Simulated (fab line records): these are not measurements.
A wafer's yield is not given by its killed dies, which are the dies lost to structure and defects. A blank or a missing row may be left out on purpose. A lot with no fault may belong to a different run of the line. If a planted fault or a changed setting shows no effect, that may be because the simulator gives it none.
fab line records	flow gf180mcu
record lots=24	wafers=72	last-day=36
route steps=602 shown NWELL@52 MVPSD@89 VT_IMPLANT@99 DUAL_GATE@144 SAB@275
lots untouched by any fault: they come from a run of this same line in which no faults occurred
start-h: hours from the record's first day to the start of the lot's first wafer shown	wait-h: how many hours have passed since the lot's step before this one	" identical to the entry in the row above	L1.1+2: a single row standing in for several wafers	- no value, or no start was given	* or withheld: withheld	< > ~ a bound
route shown NAME@n: a module of which the file shows steps, and the number in the route of the first	usual: mean/standard deviation taken from wafers without a fault	same: alike in all rows	chamber/n: place in a boat	sites: per-site readings	_std_site: the standard deviation of these	_edge_site: outer sites' mean less inner sites'	radius-mm: for every site, how far away it sits from the centre of the wafer	mask NAME#n: copy n	behind: tool/chamber where the wafer was last shaped	hold: what put the lot on hold/how long, in hours/how the hold closed	device: whichever transistor did not switch (one of n, p or np)	end of line: tests run on the same wafers once the route is complete	step lacking rows: just its recipe	killed: at the first sort, the dies lost to defects and structure; wafer yield is something else	map: a wafer's dies, marking killed ones x, the rest . and places with no die _
set.NAME: the setting that was run; set.NAME@STEP: the one run at that earlier step	model.NAME: the simulator's own value behind a step, which no gauge read
route steps across a sampled set of lots; one table per step, one row per wafer
services: the hour from which a tool's chamber was out of use, counted from the record's first day as start-h (under 0 if before that day), plus the number of hours and why
## steps
# step GF_NWELL_STRIP_10
# recipe chemistry=O2/N2	power-w=1400	pressure-mtorr=1500	platen-temp-c=250	o2-flow-sccm=3000	n2-flow-sccm=300	overash-fraction=0.5
# usual drypump-motor-current-A=5.48/0.22	heater-power-w=373/54	oes-product-au=0.722/0.0047	strip-time-to-endpoint-s=36.88/0.082
# same overash-fraction=0.5
lot.wafer	tool	chamber	start-h	wait-h	drypump-motor-current-A	heater-power-w	oes-product-au	rf-hours-counter-h	strip-time-to-endpoint-s
L074.1	plasma-asher-03	0	61.60	0.1	5.40	326	0.722	31	36.81
L074.3	"	1	"	"	5.42	338	0.728	-	36.88
L074.4	"	0	"	"	5.37	317	0.720	-	36.83
L075.1	plasma-asher-01	0	70.00	0.1	5.52	383	0.724	27	36.80
L075.2	"	1	"	"	5.69	451	0.722	27	36.80
L075.3	"	1	"	"	5.70	454	0.725	-	36.90
L076.1	plasma-asher-01	1	72.80	0.1	5.71	461	0.727	28	36.87
L076.2	"	0	"	"	5.46	393	0.720	28	36.84
L076.5	"	0	"	"	5.47	399	0.727	-	36.94
L077.2	plasma-asher-04	1	79.46	0.1	5.96	446	0.724	44	36.90
L077.4	"	0	"	"	5.04	352	0.723	-	37.05
L077.5	"	0	"	"	5.04	339	0.729	-	36.95
L078.2	plasma-asher-03	0	87.19	0.1	5.40	322	0.721	33	36.95
L078.3	"	1	"	"	5.38	336	0.729	-	36.97
L078.6	"	1	"	"	5.39	331	0.719	-	36.91
L079.2	plasma-asher-01	0	90.64	0.1	5.49	391	0.728	30	36.95
L079.4	"	0	"	"	5.48	390	0.717	-	36.99
L079.6	"	1	"	"	5.71	450	0.726	-	36.94
L080.1	plasma-asher-01	1	95.71	0.1	5.68	449	0.724	31	36.77
L080.2	"	0	"	"	5.47	396	0.718	31	36.90
L080.5	"	0	"	"	5.48	389	0.725	-	36.80
L081.2	plasma-asher-03	0	100.34	0.1	5.36	324	0.721	35	36.85
L081.3	"	0	"	"	5.39	318	0.727	-	37.00
L081.6	"	1	"	"	5.44	334	0.731	-	36.94
L082.1	plasma-asher-03	1	107.79	0.1	5.42	326	0.727	36	36.97
L082.2	"	0	"	"	5.39	320	0.727	36	36.94
L082.4	"	0	"	"	5.38	317	0.730	-	36.99
L083.2	plasma-asher-03	1	111.96	0.1	5.40	336	0.725	37	36.75
L083.5	"	0	"	"	5.35	318	0.718	-	36.83
L083.6	"	1	"	"	5.40	334	0.725	-	36.86
L084.1	plasma-asher-01	1	117.71	0.1	5.71	447	0.717	33	36.91
L084.4	"	1	"	"	5.71	461	0.718	-	36.87
L084.5	"	1	"	"	5.71	458	0.723	-	36.87
L085.3	plasma-asher-04	0	125.24	0.1	5.05	339	0.718	-	36.91
L085.4	"	1	"	"	5.96	427	0.721	-	36.84
L085.6	"	1	"	"	5.96	445	0.717	-	36.81
L086.2	plasma-asher-03	1	130.36	0.1	5.37	321	0.721	39	36.88
L086.3	"	1	"	"	5.41	332	0.719	-	36.73
L086.6	"	0	"	"	5.39	311	0.723	-	36.79
L087.2	plasma-asher-03	1	135.86	0.1	5.39	331	0.719	40	36.85
L087.3	"	0	"	"	5.40	325	0.715	-	36.89
L087.4	"	1	"	"	5.37	337	0.722	-	36.89
L088.1	plasma-asher-03	1	142.06	0.1	5.46	334	0.721	40	36.88
L088.2	"	0	"	"	5.40	316	0.724	40	36.89
L088.5	"	0	"	"	5.39	317	0.724	-	36.79
L089.1	plasma-asher-01	1	145.11	0.1	5.69	458	0.724	36	36.76
L089.2	"	0	"	"	5.51	394	0.718	36	36.77
L089.4	"	1	"	"	5.72	468	0.732	-	36.71
L090.2	plasma-asher-01	1	152.29	0.1	5.71	473	0.718	37	36.86
L090.5	"	1	"	"	5.70	460	0.720	-	36.79
L090.6	"	0	"	"	5.49	398	0.717	-	36.85
L091.1	plasma-asher-03	1	156.86	0.1	5.37	331	0.719	42	36.76
L091.2	"	0	"	"	5.38	322	0.716	42	36.88
L091.6	"	1	"	"	5.39	338	0.727	-	36.79
L092.4	plasma-asher-03	0	162.09	0.1	5.39	318	0.721	-	36.89
L092.5	"	0	"	"	5.38	322	0.728	-	36.91
L092.6	"	1	"	"	5.42	330	0.708	-	36.93
L093.2	plasma-asher-04	0	166.60	0.1	5.04	335	0.717	5	36.85
L093.3	"	1	"	"	5.94	431	0.720	-	36.83
L093.5	"	1	"	"	5.94	438	0.725	-	36.75
L094.2	plasma-asher-01	1	172.29	0.1	5.70	450	0.714	39	36.98
L094.4	"	0	"	"	5.49	395	0.723	-	37.02
L094.6	"	1	"	"	5.70	449	0.733	-	36.98
L095.2	plasma-asher-03	0	176.61	0.1	5.39	318	0.721	44	37.06
L095.5	"	1	"	"	5.41	340	0.723	-	36.99
L095.6	"	0	"	"	5.38	320	0.725	-	36.92
L096.4	plasma-asher-04	1	183.14	0.1	5.94	442	0.727	-	36.94
L096.5	"	1	"	"	5.93	434	0.724	-	36.93
L096.6	"	0	"	"	5.05	334	0.718	-	36.89
L097.3	plasma-asher-01	0	187.78	0.1	5.49	398	0.711	-	36.81
L097.4	"	1	"	"	5.70	464	0.718	-	36.79
L097.6	"	1	"	"	5.69	453	0.724	-	36.86
# step GF_MVPSD_TW_MEAS_11
# usual MVPSD_TW=549/7.6
lot.wafer	tool	chamber	start-h	wait-h	MVPSD_TW
L074.1	film-metro-02	-	111.44	0.1	560
L074.3	"	-	"	"	559
L074.4	"	-	"	"	556
L075.1	film-metro-03	-	120.89	0.1	544
L075.2	"	-	"	"	543
L075.3	"	-	"	"	544
L076.1	film-metro-03	-	124.06	0.1	541
L076.2	"	-	"	"	543
L076.5	"	-	"	"	541
L077.2	film-metro-03	-	130.95	0.1	545
L077.4	"	-	"	"	543
L077.5	"	-	"	"	541
L078.2	film-metro-03	-	140.50	0.1	544
L078.3	"	-	"	"	545
L078.6	"	-	"	"	544
L079.2	film-metro-02	-	144.20	0.1	559
L079.4	"	-	"	"	563
L079.6	"	-	"	"	559
L080.1	film-metro-02	-	150.21	0.1	559
L080.2	"	-	"	"	562
L080.5	"	-	"	"	563
L081.2	film-metro-02	-	154.77	0.1	558
L081.3	"	-	"	"	561
L081.6	"	-	"	"	561
L082.1	film-metro-03	-	162.29	0.1	547
L082.2	"	-	"	"	548
L082.4	"	-	"	"	542
L083.2	film-metro-04	-	166.52	0.1	539
L083.5	"	-	"	"	544
L083.6	"	-	"	"	539
L084.1	film-metro-04	-	173.21	0.1	542
L084.4	"	-	"	"	541
L084.5	"	-	"	"	543
L085.3	film-metro-02	-	179.73	0.1	555
L085.4	"	-	"	"	552
L085.6	"	-	"	"	553
L086.2	film-metro-03	-	184.70	0.1	548
L086.3	"	-	"	"	548
L086.6	"	-	"	"	550
L087.2	film-metro-02	-	190.15	0.1	553
L087.3	"	-	"	"	555
L087.4	"	-	"	"	554
L088.1	film-metro-03	-	196.64	0.1	544
L088.2	"	-	"	"	545
L088.5	"	-	"	"	547
L089.1	film-metro-04	-	199.81	0.1	541
L089.2	"	-	"	"	538
L089.4	"	-	"	"	540
L090.2	film-metro-03	-	206.17	0.1	544
L090.5	"	-	"	"	542
L090.6	"	-	"	"	544
L091.1	film-metro-04	-	210.89	0.1	539
L091.2	"	-	"	"	542
L091.6	"	-	"	"	538
L092.4	film-metro-02	-	216.97	0.1	561
L092.5	"	-	"	"	557
L092.6	"	-	"	"	559
L093.2	film-metro-03	-	220.60	0.1	542
L093.3	"	-	"	"	543
L093.5	"	-	"	"	545
L094.2	film-metro-04	-	226.80	0.1	544
L094.4	"	-	"	"	542
L094.6	"	-	"	"	545
L095.2	film-metro-02	-	231.45	0.1	559
L095.5	"	-	"	"	563
L095.6	"	-	"	"	560
L096.4	film-metro-02	-	239.08	0.1	554
L096.5	"	-	"	"	558
L096.6	"	-	"	"	561
L097.3	film-metro-04	-	243.06	0.1	545
L097.4	"	-	"	"	547
L097.6	"	-	"	"	546
# step GF_VT_IMPLANT_STRIP_09
# recipe chemistry=O2/N2	power-w=1400	pressure-mtorr=1500	platen-temp-c=250	o2-flow-sccm=3000	n2-flow-sccm=300	overash-fraction=0.5
# usual drypump-motor-current-A=5.5/0.3	heater-power-w=385/53	oes-product-au=0.716/0.0043	strip-time-to-endpoint-s=12.53/0.033
# same overash-fraction=0.5
lot.wafer	tool	chamber	start-h	wait-h	drypump-motor-current-A	heater-power-w	oes-product-au	rf-hours-counter-h	strip-time-to-endpoint-s
L074.1	plasma-asher-01	1	127.85	0.1	5.7	454	0.721	34	12.55
L074.3	"	1	"	"	5.7	466	0.714	-	12.55
L074.4	"	0	"	"	5.5	398	0.715	-	12.59
L075.1	plasma-asher-01	1	138.64	0.1	5.7	463	0.712	35	12.55
L075.2	"	0	"	"	5.5	384	0.713	35	12.60
L075.3	"	0	"	"	5.5	399	0.713	-	12.57
L076.1	plasma-asher-01	1	142.30	0.1	5.7	465	0.719	36	12.54
L076.2	"	0	"	"	5.5	384	0.720	36	12.50
L076.5	"	0	"	"	5.5	378	0.719	-	12.57
L077.2	plasma-asher-01	0	150.25	0.1	5.5	388	0.717	37	12.57
L077.4	"	1	"	"	5.7	446	0.721	-	12.51
L077.5	"	1	"	"	5.7	470	0.718	-	12.55
L078.2	plasma-asher-03	1	158.90	0.1	5.4	329	0.719	42	12.52
L078.3	"	1	"	"	5.4	336	0.711	-	12.52
L078.6	"	1	"	"	5.4	333	0.713	-	12.53
L079.2	plasma-asher-04	0	162.01	0.1	5.0	341	0.722	5	12.57
L079.4	"	1	"	"	5.9	429	0.715	-	12.57
L079.6	"	0	"	"	5.0	337	0.716	-	12.50
L080.1	plasma-asher-01	0	168.19	0.1	5.5	390	0.710	38	12.51
L080.2	"	1	"	"	5.7	448	0.715	38	12.52
L080.5	"	1	"	"	5.7	467	0.722	-	12.50
L081.2	plasma-asher-03	0	172.26	0.1	5.4	330	0.714	44	12.49
L081.3	"	0	"	"	5.4	317	0.708	-	12.51
L081.6	"	1	"	"	5.5	332	0.718	-	12.55
L082.1	plasma-asher-03	0	180.20	0.1	5.4	319	0.722	45	12.47
L082.2	"	1	"	"	5.4	323	0.707	45	12.51
L082.4	"	1	"	"	5.4	333	0.716	-	12.50
L083.2	plasma-asher-03	1	183.44	0.1	5.4	329	0.715	45	12.56
L083.5	"	0	"	"	5.4	315	0.714	-	12.55
L083.6	"	1	"	"	5.4	335	0.712	-	12.48
L084.1	plasma-asher-04	1	191.10	0.1	6.0	432	0.722	8	12.53
L084.4	"	0	"	"	5.0	342	0.720	-	12.51
L084.5	"	0	"	"	5.0	337	0.720	-	12.54
L085.3	plasma-asher-04	0	197.33	0.1	5.0	341	0.710	-	12.54
L085.4	"	1	"	"	6.0	428	0.718	-	12.57
L085.6	"	1	"	"	6.0	417	0.711	-	12.47
L086.2	plasma-asher-04	1	202.71	0.1	6.0	431	0.717	9	12.53
L086.3	"	1	"	"	6.0	431	0.715	-	12.56
L086.6	"	0	"	"	5.0	337	0.708	-	12.55
L087.2	plasma-asher-03	0	207.80	0.1	5.4	323	0.716	48	12.48
L087.3	"	1	"	"	5.4	338	0.714	-	12.56
L087.4	"	0	"	"	5.4	313	0.713	-	12.53
L088.1	plasma-asher-01	1	215.11	0.1	5.7	447	0.716	43	12.53
L088.2	"	0	"	"	5.5	389	0.714	43	12.50
L088.5	"	1	"	"	5.7	451	0.717	-	12.49
L089.1	plasma-asher-01	0	217.59	0.1	5.5	389	0.707	44	12.49
L089.2	"	1	"	"	5.7	458	0.716	44	12.51
L089.4	"	1	"	"	5.7	451	0.717	-	12.50
L090.2	plasma-asher-03	1	224.96	0.1	5.4	327	0.719	49	12.54
L090.5	"	1	"	"	5.4	341	0.718	-	12.56
L090.6	"	0	"	"	5.4	312	0.723	-	12.57
L091.1	plasma-asher-01	0	230.21	0.1	5.5	389	0.717	45	12.59
L091.2	"	1	"	"	5.7	456	0.712	45	12.57
L091.6	"	1	"	"	5.7	464	0.717	-	12.63
L092.4	plasma-asher-04	1	235.34	0.1	6.0	435	0.711	-	12.50
L092.5	"	1	"	"	6.0	438	0.718	-	12.51
L092.6	"	0	"	"	5.0	341	0.713	-	12.55
L093.2	plasma-asher-04	1	239.61	0.1	5.9	433	0.713	13	12.54
L093.3	"	0	"	"	5.0	342	0.716	-	12.51
L093.5	"	0	"	"	5.0	339	0.713	-	12.57
L094.2	plasma-asher-04	0	246.29	0.1	5.0	340	0.717	13	12.53
L094.4	"	1	"	"	5.9	432	0.704	-	12.51
L094.6	"	0	"	"	5.0	337	0.709	-	12.51
L095.2	plasma-asher-04	0	250.21	0.1	5.0	330	0.718	14	12.45
L095.5	"	1	"	"	6.0	430	0.717	-	12.47
L095.6	"	0	"	"	5.0	324	0.716	-	12.44
L096.4	plasma-asher-04	1	258.62	0.1	6.0	437	0.716	-	12.53
L096.5	"	0	"	"	5.0	336	0.717	-	12.51
L096.6	"	1	"	"	6.0	437	0.718	-	12.51
L097.3	plasma-asher-01	1	262.44	0.1	5.7	456	0.712	-	12.51
L097.4	"	0	"	"	5.5	388	0.714	-	12.51
L097.6	"	1	"	"	5.7	452	0.711	-	12.52
# step GF_VT_IMPLANT_STRIP_31
# recipe chemistry=O2/N2	power-w=1400	pressure-mtorr=1500	platen-temp-c=250	o2-flow-sccm=3000	n2-flow-sccm=300	overash-fraction=0.5
# usual drypump-motor-current-A=5.49/0.22	heater-power-w=373/53	oes-product-au=0.716/0.0037	strip-time-to-endpoint-s=12.62/0.047
# same overash-fraction=0.5
lot.wafer	tool	chamber	start-h	wait-h	drypump-motor-current-A	heater-power-w	oes-product-au	rf-hours-counter-h	strip-time-to-endpoint-s
L074.1	plasma-asher-01	1	164.65	0.1	5.72	468	0.721	38	12.63
L074.3	"	0	"	"	5.48	399	0.714	-	12.60
L074.4	"	1	"	"	5.71	452	0.711	-	12.63
L075.1	plasma-asher-01	1	174.79	0.1	5.71	449	0.717	39	12.60
L075.2	"	0	"	"	5.52	396	0.717	39	12.63
L075.3	"	0	"	"	5.51	386	0.707	-	12.61
L076.1	plasma-asher-01	1	178.59	0.1	5.71	456	0.715	40	12.53
L076.2	"	0	"	"	5.46	386	0.725	40	12.52
L076.5	"	0	"	"	5.46	389	0.715	-	12.54
L077.2	plasma-asher-03	1	186.06	0.1	5.42	341	0.711	45	12.61
L077.4	"	0	"	"	5.40	312	0.718	-	12.60
L077.5	"	1	"	"	5.42	327	0.711	-	12.60
L078.2	plasma-asher-04	0	193.29	0.1	5.03	335	0.710	8	12.61
L078.3	"	0	"	"	5.04	330	0.716	-	12.62
L078.6	"	1	"	"	5.95	440	0.720	-	12.59
L079.2	plasma-asher-01	0	198.29	0.1	5.47	390	0.719	42	12.55
L079.4	"	1	"	"	5.71	456	0.708	-	12.55
L079.6	"	0	"	"	5.49	392	0.712	-	12.55
L080.1	plasma-asher-03	1	203.84	0.1	5.42	327	0.711	47	12.65
L080.2	"	0	"	"	5.41	318	0.714	47	12.62
L080.5	"	0	"	"	5.39	319	0.719	-	12.57
L081.2	plasma-asher-04	1	207.50	0.1	5.98	435	0.709	9	12.55
L081.3	"	0	"	"	5.04	344	0.713	-	12.57
L081.6	"	1	"	"	5.97	421	0.711	-	12.58
L082.1	plasma-asher-03	0	216.41	0.1	5.40	321	0.717	48	12.67
L082.2	"	1	"	"	5.41	333	0.710	48	12.64
L082.4	"	1	"	"	5.40	333	0.723	-	12.61
L083.2	plasma-asher-03	1	219.44	0.1	5.41	328	0.713	49	12.67
L083.5	"	0	"	"	5.39	325	0.716	-	12.66
L083.6	"	1	"	"	5.43	323	0.715	-	12.64
L084.1	plasma-asher-03	1	227.14	0.1	5.42	336	0.714	50	12.65
L084.4	"	1	"	"	5.42	338	0.715	-	12.64
L084.5	"	1	"	"	5.41	328	0.716	-	12.65
L085.3	plasma-asher-03	1	233.18	0.1	5.41	325	0.717	-	12.55
L085.4	"	0	"	"	5.39	312	0.723	-	12.57
L085.6	"	0	"	"	5.38	332	0.716	-	12.60
L086.2	plasma-asher-03	1	239.69	0.1	5.42	334	0.710	51	12.71
L086.3	"	0	"	"	5.39	317	0.712	-	12.67
L086.6	"	1	"	"	5.43	326	0.719	-	12.69
L087.2	plasma-asher-03	0	245.24	0.1	5.38	323	0.716	52	12.58
L087.3	"	1	"	"	5.45	340	0.716	-	12.56
L087.4	"	0	"	"	5.39	324	0.711	-	12.61
L088.1	plasma-asher-01	0	253.46	0.1	5.52	397	0.716	47	12.65
L088.2	"	1	"	"	5.71	462	0.713	47	12.63
L088.5	"	0	"	"	5.49	405	0.717	-	12.64
L089.1	plasma-asher-01	1	255.90	0.1	5.70	450	0.716	47	12.63
L089.2	"	0	"	"	5.48	385	0.714	47	12.57
L089.4	"	1	"	"	5.72	469	0.717	-	12.60
L090.2	plasma-asher-01	0	263.91	0.1	5.44	405	0.717	48	12.69
L090.5	"	1	"	"	5.71	470	0.711	-	12.73
L090.6	"	0	"	"	5.48	383	0.712	-	12.70
L091.1	plasma-asher-01	1	268.85	0.1	5.73	448	0.710	49	12.60
L091.2	"	0	"	"	5.47	392	0.716	49	12.60
L091.6	"	0	"	"	5.46	385	0.717	-	12.62
L092.4	plasma-asher-04	1	275.14	0.1	5.93	426	0.714	-	12.70
L092.5	"	0	"	"	5.04	344	0.721	-	12.66
L092.6	"	1	"	"	5.92	422	0.714	-	12.66
L093.2	plasma-asher-04	1	279.26	0.1	5.98	433	0.712	17	12.60
L093.3	"	0	"	"	5.03	333	0.722	-	12.60
L093.5	"	0	"	"	5.02	341	0.716	-	12.64
L094.2	plasma-asher-03	0	286.30	0.1	5.38	325	0.716	56	12.60
L094.4	"	0	"	"	5.38	322	0.721	-	12.62
L094.6	"	0	"	"	5.40	325	0.715	-	12.56
L095.2	plasma-asher-01	1	290.41	0.1	5.71	453	0.716	51	12.72
L095.5	"	1	"	"	5.69	459	0.718	-	12.67
L095.6	"	0	"	"	5.49	396	0.714	-	12.69
L096.4	plasma-asher-03	0	299.73	0.1	5.38	321	0.717	-	12.66
L096.5	"	0	"	"	5.41	314	0.716	-	12.64
L096.6	"	1	"	"	5.40	331	0.714	-	12.64
L097.3	plasma-asher-03	0	302.37	0.1	5.39	312	0.712	-	12.65
L097.4	"	1	"	"	5.39	328	0.716	-	12.67
L097.6	"	0	"	"	5.38	321	0.720	-	12.71
# step GF_DUAL_GATE_THK_MEAS_03
# recipe reads=SiO2_of_DUAL_GATE_OXIDATION_02
# usual DUAL_GATE_OXIDATION_00_THK=11.12/0.19
lot.wafer	tool	chamber	start-h	wait-h	DUAL_GATE_OXIDATION_00_THK[nm]
L074.1	film-metro-01	-	185.02	0.0	11.08
L074.3	"	-	"	"	11.02
L074.4	"	-	"	"	10.87
L075.1	film-metro-01	-	195.64	0.0	11.11
L075.2	"	-	"	"	11.20
L075.3	"	-	"	"	10.93
L076.1	film-metro-02	-	199.73	0.0	11.60
L076.2	"	-	"	"	11.16
L076.5	"	-	"	"	11.07
L077.2	film-metro-03	-	208.38	0.0	11.33
L077.4	"	-	"	"	11.36
L077.5	"	-	"	"	11.29
L078.2	film-metro-03	-	214.52	0.0	11.27
L078.3	"	-	"	"	11.24
L078.6	"	-	"	"	11.14
L079.2	film-metro-03	-	218.80	0.0	11.14
L079.4	"	-	"	"	11.04
L079.6	"	-	"	"	11.22
L080.1	film-metro-01	-	226.73	0.0	11.23
L080.2	"	-	"	"	11.33
L080.5	"	-	"	"	11.21
L081.2	film-metro-01	-	232.33	0.0	10.70
L081.3	"	-	"	"	10.93
L081.6	"	-	"	"	10.88
L082.1	film-metro-03	-	238.02	0.0	11.21
L082.2	"	-	"	"	11.24
L082.4	"	-	"	"	11.32
L083.2	film-metro-01	-	240.87	0.0	11.34
L083.5	"	-	"	"	11.48
L083.6	"	-	"	"	11.52
L084.1	film-metro-01	-	249.23	0.0	11.18
L084.4	"	-	"	"	11.36
L084.5	"	-	"	"	11.29
L085.3	film-metro-02	-	255.13	0.0	11.22
L085.4	"	-	"	"	11.12
L085.6	"	-	"	"	11.22
L086.2	film-metro-03	-	264.68	0.0	11.37
L086.3	"	-	"	"	11.28
L086.6	"	-	"	"	11.26
L087.2	film-metro-01	-	269.58	0.0	11.23
L087.3	"	-	"	"	11.09
L087.4	"	-	"	"	11.19
L088.1	film-metro-01	-	274.53	0.0	11.11
L088.2	"	-	"	"	10.90
L088.5	"	-	"	"	11.07
L089.1	film-metro-01	-	279.23	0.0	11.10
L089.2	"	-	"	"	11.20
L089.4	"	-	"	"	11.27
L090.2	film-metro-01	-	286.29	0.0	10.95
L090.5	"	-	"	"	10.94
L090.6	"	-	"	"	10.91
L091.1	film-metro-01	-	292.96	0.0	11.16
L091.2	"	-	"	"	11.09
L091.6	"	-	"	"	11.16
L092.4	film-metro-03	-	298.74	0.0	10.80
L092.5	"	-	"	"	10.84
L092.6	"	-	"	"	10.81
L093.2	film-metro-01	-	307.39	0.0	10.76
L093.3	"	-	"	"	10.92
L093.5	"	-	"	"	11.04
L094.2	film-metro-03	-	312.75	0.0	10.94
L094.4	"	-	"	"	11.09
L094.6	"	-	"	"	11.01
L095.2	film-metro-03	-	315.75	0.0	11.06
L095.5	"	-	"	"	10.92
L095.6	"	-	"	"	10.76
L096.4	film-metro-01	-	324.03	0.0	11.21
L096.5	"	-	"	"	11.16
L096.6	"	-	"	"	11.03
L097.3	film-metro-02	-	325.76	0.0	11.03
L097.4	"	-	"	"	10.97
L097.6	"	-	"	"	10.77
# step GF_SAB_ETCH_11
# recipe chemistry=C4F8/O2/Ar	mask-material=NOVOLAK	target=SiO2	target-depth-nm=55	source-w=1500	bias-w=1200	pressure-mtorr=40	c4f8-flow-sccm=withheld	O2_flow_sccm=6	Ar_flow_sccm=300	time-s=8.5
# usual oes-product-au=1.001/0.01
lot.wafer	tool	chamber	start-h	wait-h	oes-product-au	rf-hours-counter-h
L074.1	rie-diel-03	3	380.93	0.0	1.002	13
L074.3	"	1	"	"	1.005	47
L074.4	"	0	"	"	1.021	12
L075.1	rie-diel-01	2	393.16	0.0	0.995	64
L075.2	"	0	"	"	0.990	10
L075.3	"	1	"	"	0.992	93
L076.1	rie-diel-01	1	396.53	0.0	0.986	93
L076.2	"	2	"	"	1.002	64
L076.5	"	1	"	"	0.999	-
L077.2	rie-diel-02	2	410.26	0.0	0.998	9
L077.4	"	2	"	"	1.007	-
L077.5	"	0	"	"	0.999	-
L078.2	rie-diel-03	1	421.66	0.0	1.008	48
L078.3	"	2	"	"	1.018	10
L078.6	"	2	"	"	1.015	-
L079.2	rie-diel-01	0	434.66	0.0	0.994	12
L079.4	"	2	"	"	0.997	65
L079.6	"	0	"	"	0.984	-
L080.1	rie-diel-02	2	435.53	0.0	1.004	10
L080.2	"	1	"	"	1.012	5
L080.5	"	0	"	"	0.988	-
L081.2	rie-diel-01	0	442.57	0.0	0.989	12
L081.3	"	2	"	"	0.994	65
L081.6	"	0	"	"	0.991	-
L082.1	rie-diel-02	0	452.11	0.0	0.998	14
L082.2	"	2	"	"	1.003	10
L082.4	"	1	"	"	0.989	6
L083.2	rie-diel-03	3	458.31	0.0	0.988	15
L083.5	"	0	"	"	1.016	-
L083.6	"	1	"	"	1.016	-
L084.1	rie-diel-01	0	465.07	0.0	0.992	13
L084.4	"	1	"	"	0.992	95
L084.5	"	0	"	"	0.996	-
L085.3	rie-diel-01	1	472.37	0.0	0.982	95
L085.4	"	2	"	"	1.009	66
L085.6	"	3	"	"	1.010	-
L086.2	rie-diel-03	2	487.81	0.0	1.009	11
L086.3	"	1	"	"	1.012	49
L086.6	"	1	"	"	1.012	-
L087.2	rie-diel-03	1	492.26	0.0	1.006	50
L087.3	"	2	"	"	1.016	11
L087.4	"	3	"	"	0.990	16
L088.1	rie-diel-02	2	499.97	0.0	1.003	11
L088.2	"	0	"	"	0.989	15
L088.5	"	1	"	"	1.006	-
L089.1	rie-diel-03	0	504.07	0.0	1.008	14
L089.2	"	2	"	"	1.013	11
L089.4	"	3	"	"	0.985	16
L090.2	rie-diel-02	3	515.62	0.0	0.983	6
L090.5	"	1	"	"	0.989	-
L090.6	"	2	"	"	0.993	-
L091.1	rie-diel-03	0	525.92	0.0	1.018	15
L091.2	"	2	"	"	1.022	12
L091.6	"	2	"	"	1.003	-
L092.4	rie-diel-01	3	533.67	0.0	0.997	-
L092.5	"	2	"	"	1.011	-
L092.6	"	0	"	"	0.991	-
L093.2	rie-diel-01	2	535.32	0.0	1.020	68
L093.3	"	3	"	"	0.996	5
L093.5	"	3	"	"	0.994	-
L094.2	rie-diel-02	2	541.66	0.0	0.991	13
L094.4	"	3	"	"	0.990	7
L094.6	"	3	"	"	0.996	-
L095.2	rie-diel-03	2	549.56	0.0	1.004	13
L095.5	"	1	"	"	1.012	-
L095.6	"	2	"	"	1.006	-
L096.4	rie-diel-02	2	559.02	0.0	0.983	13
L096.5	"	2	"	"	0.997	-
L096.6	"	1	"	"	1.005	-
L097.3	rie-diel-03	1	559.17	0.0	1.012	51
L097.4	"	3	"	"	0.990	18
L097.6	"	2	"	"	0.998	-
## services
tool	chamber	start-h	hours	kind
rie-diel-03	3	55.88	5.1	repair
plasma-asher-03	-	59.82	0.7	repair
plasma-asher-04	-	73.06	0.3	repair
plasma-asher-04	-	85.86	14.2	repair
plasma-asher-04	-	87.01	2.9	repair
rie-diel-03	-	90.95	2.8	pm
plasma-asher-04	-	100.06	9.0	pm
plasma-asher-04	-	109.07	9.0	pm
rie-diel-03	0	170.88	10.0	repair
rie-diel-03	1	180.82	20.2	repair
rie-diel-03	-	203.62	4.3	pm
rie-diel-03	2	215.01	5.2	repair
plasma-asher-04	-	226.24	2.1	repair
rie-diel-03	-	247.81	3.8	repair
plasma-asher-01	-	329.33	14.6	pm
plasma-asher-04	-	342.43	0.5	repair
plasma-asher-03	-	421.25	9.0	pm
plasma-asher-03	-	462.80	7.9	repair
plasma-asher-01	-	478.95	42.6	repair
plasma-asher-04	-	506.36	0.4	repair
plasma-asher-03	-	543.67	0.3	repair
plasma-asher-01	-	545.37	3.8	repair
plasma-asher-03	-	550.67	2.8	pm
plasma-asher-04	-	552.82	1.3	repair
## key
fault none
